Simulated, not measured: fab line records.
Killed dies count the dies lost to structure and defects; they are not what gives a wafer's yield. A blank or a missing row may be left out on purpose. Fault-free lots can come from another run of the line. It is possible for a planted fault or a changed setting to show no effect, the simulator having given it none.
A lot that was struck, set against a sound lot / flow sfq_line / 43 out of 325 route steps
Sound: wafers L365.1, L365.4, L365.6. Struck: wafers L370.1, L370.2, L370.5. The cause is given at the end.
At each step with rows: each side's tool, then ch and its chambers, then its first start. Under that, the readings that differ: sound wafers / struck wafers / difference of the means / sigmas: that difference in standard deviations of wafers without a fault.
alike: readings with means less than 2 such deviations apart, plus words and numbers identical on both sides. not compared: withheld readings, readings lacking a value on some wafer, bounds such as >300 that could conceal the same value, and numbers that have no deviation in the record and whose values overlap.
The two part at a step that has a row with sigmas, a row that says differs or no value, or rows on one side only. Numbers that have no deviation but don't overlap get no sigmas and don't part them. Lack of a reading on every wafer of one side parts them only where that side has two or more wafers.

first, 3 steps without rows for these wafers: SFQ_TRILAYER_M5_LITHO_EXPOSE_124 (exposes mask M5, target cd 700 nm); SFQ_TRILAYER_M5_LITHO_PEB_126 (peb time 60 s); SFQ_TRILAYER_M5_LITHO_DEVELOP_125 (time 60 s).
SFQ_M5_OVL_MEAS_932:
  struck on overlay-02, day 58 18:34; sound on overlay-02, day 54 16:07
  alike: M5_OVL
then, 2 steps without rows for these wafers: SFQ_TRILAYER_M5_BARC_OPEN_METAL_ETCH_161 (etches BARC in O2, target depth 125 nm, time 41.7 s); SFQ_TRILAYER_M5_ETCH_METAL_ETCH_126 (etches Nb in Cl2/BCl3, stops on SiO2, time 203.2 s, target depth 265 nm).
SFQ_TRILAYER_M5_STRIP_STRIP_127: strips in O2.
  sound on rie_metal-04 ch 0,1, day 54 16:25; struck on rie_metal-04 ch 0,1, day 58 18:52
  alike: drypump_motor_current_A, oes_product_au
  not compared: rf_hours_counter_h
then, 1 step without rows for these wafers: SFQ_TRILAYER_M5_STRIP_SOLV_CLEAN_128 (cleans in NMP, time 600 s).
SFQ_TRILAYER_A5B_DEP_PECVD_129: deposits SiO2 from SiH4/N2O, time 133.33 s, target thk 600 nm.
  sound on pecvd-04 ch 1,2, day 54 17:11; struck on pecvd-04 ch 1,2, day 58 19:38
reading=throttle_valve_pct (%); sound=25.4 26.8 25.6; struck=22.4 22.5 22.5; difference=-3.5; sigmas=-3
  alike: heater_power_w
  not compared: since_wet_clean_h
then, 3 steps without rows for these wafers: SFQ_TRILAYER_A5B_CMP_CMP_130 (polishes, stops on Nb, target thk 340.7 nm); SFQ_TRILAYER_A5B_METRO_MEASURE_131; SFQ_TRILAYER_R5_DEP_SPUTTER_132 (material Ti, target thk 5 nm, time 5 s).
SFQ_TRILAYER_R5_DEP_SPUTTER_133: material MoNx, target thk 40 nm, time 66.7 s.
  struck on pvd_sputter-06, day 59 00:41; sound on pvd_sputter-05, day 55 03:49
reading=cathode_dc_power_W (W); sound=1000.1 1000.4 1000.1; struck=1241.2 1241.1 1241.4; difference=+241.0; sigmas=+99 or more
reading=model.MoNx_of_TRILAYER_R5_DEP_SPUTTER_133.thk_nm (nm); sound=39.39 39.78 39.55; struck=49.32 49.63 49.5; difference=+9.91; sigmas=
  alike: throttle_valve_pct
SFQ_TRILAYER_R5_DEP_SPUTTER_134: material Ti, target thk 5 nm, time 5 s.
  struck on pvd_sputter-06, day 59 00:44; sound on pvd_sputter-05, day 55 03:52
  alike: cathode_dc_power_W, throttle_valve_pct
SFQ_R5_RS_MEAS_933: the measuring method here is four-point-probe.
  struck on film_metro-03, day 59 00:45; sound on film_metro-04, day 55 03:53
reading=R5_MONX_RS (ohm/sq); sound=7.15 7.09 7.09; struck=5.80 5.75 5.77; difference=-1.34; sigmas=-16
SFQ_R5_THK_MEAS_934: measures by xrf.
  struck on film_metro-03, day 59 00:52; sound on film_metro-04, day 55 04:01
reading=R5_MONX_THK (nm); sound=39.5 40.0 39.6; struck=49.1 49.3 49.4; difference=+9.6; sigmas=+19
then, 6 steps without rows for these wafers: SFQ_TRILAYER_R5_LITHO_COAT_141 (resist thk 62 nm); SFQ_TRILAYER_R5_LITHO_COAT_136 (resist thk 600 nm); SFQ_TRILAYER_R5_LITHO_SOFTBAKE_140; SFQ_TRILAYER_R5_LITHO_EXPOSE_137 (exposes mask R5, target cd 500 nm); SFQ_TRILAYER_R5_LITHO_PEB_139 (peb time 60 s); SFQ_TRILAYER_R5_LITHO_DEVELOP_138 (time 60 s).
-- the record jumps here: 5 days lie between the struck wafers' starts before and after --
SFQ_R5_OVL_MEAS_935:
  struck on overlay-02, day 64 11:39; sound on overlay-01, day 60 21:06
  alike: R5_OVL
then, 1 step without rows for these wafers: SFQ_TRILAYER_R5_BARC_OPEN_METAL_ETCH_177 (etches BARC in O2, target depth 125 nm, time 41.7 s).
SFQ_TRILAYER_R5_ETCH_METAL_ETCH_139: etches the open film in Cl2, stops on SiO2, target depth 60 nm, time 40 s.
  sound on rie_metal-03 ch 0,1, day 60 21:11; struck on rie_metal-02 ch 0,1, day 64 11:45
reading=oes_product_au (a.u.); sound=0.994 0.990 0.991; struck=0.974 0.985 0.981; difference=-0.012; sigmas=-2
  alike: drypump_motor_current_A
  not compared: rf_hours_counter_h
then, 9 steps without rows for these wafers: SFQ_TRILAYER_R5_STRIP_STRIP_140 (strips in O2); SFQ_TRILAYER_R5_STRIP_SOLV_CLEAN_141 (cleans in NMP, time 600 s); SFQ_TRILAYER_A5C_DEP_PECVD_142 (deposits SiO2 from SiH4/N2O, time 15.556 s, target thk 70 nm); SFQ_TRILAYER_I5_LITHO_COAT_149 (resist thk 62 nm); SFQ_TRILAYER_I5_LITHO_COAT_144 (resist thk 650 nm); SFQ_TRILAYER_I5_LITHO_SOFTBAKE_148; SFQ_TRILAYER_I5_LITHO_EXPOSE_145 (exposes mask I5, target cd 700 nm); SFQ_TRILAYER_I5_LITHO_PEB_147 (peb time 60 s); SFQ_TRILAYER_I5_LITHO_DEVELOP_146 (time 60 s).
-- the record jumps here: 5 days lie between the struck wafers' starts before and after --
SFQ_I5_OVL_MEAS_936:
  struck on overlay-01, day 69 21:22; sound on overlay-02, day 66 22:25
  alike: I5_OVL
then, 1 step without rows for these wafers: SFQ_TRILAYER_I5_BARC_OPEN_VIA_ETCH_200 (etches BARC in O2, target depth 125 nm, time 41.7 s).
SFQ_TRILAYER_I5_ETCH_VIA_ETCH_147: etches the open film in CHF3, stops on Nb, target depth 360 nm.
  sound on rie_diel-04 ch 0,1,3, day 66 22:29; struck on rie_diel-04 ch 0,1, day 69 21:26
  alike: drypump_motor_current_A, oes_product_au
then, 5 steps without rows for these wafers: SFQ_TRILAYER_I5_STRIP_STRIP_148 (strips in O2); SFQ_TRILAYER_I5_STRIP_SOLV_CLEAN_149 (cleans in NMP, time 600 s); SFQ_TRILAYER_C5_LITHO_COAT_156 (resist thk 62 nm); SFQ_TRILAYER_C5_LITHO_COAT_151 (resist thk 650 nm); SFQ_TRILAYER_C5_LITHO_SOFTBAKE_155.
-- the record jumps here: 19 days lie between the struck wafers' starts before and after --
SFQ_M8_BOW_MEAS_951:
  struck on film_metro-02, day 89 01:53; sound on film_metro-02, day 83 14:49
reading=model.etest.r5.ohm_um; sound=14.33 14.18 14.3; struck=11.41 11.34 11.35; difference=-2.90; sigmas=
reading=model.etest.r5.ohm_sq; sound=7.161 7.091 7.132; struck=5.72 5.684 5.698; difference=-1.43; sigmas=
reading=model.etest.c5.link_ohm; sound=8.11 8.041 8.081; struck=6.668 6.633 6.645; difference=-1.429; sigmas=
  alike: M8_BOW

== WHERE THEY PART ==
At SFQ_TRILAYER_A5B_DEP_PECVD_129 first; at SFQ_TRILAYER_R5_ETCH_METAL_ETCH_139 last (within this record only). Later steps at which nothing parts them and some readings are alike: SFQ_I5_OVL_MEAS_936, SFQ_TRILAYER_I5_ETCH_VIA_ETCH_147, SFQ_M8_BOW_MEAS_951.

WHY: what the simulator had put in
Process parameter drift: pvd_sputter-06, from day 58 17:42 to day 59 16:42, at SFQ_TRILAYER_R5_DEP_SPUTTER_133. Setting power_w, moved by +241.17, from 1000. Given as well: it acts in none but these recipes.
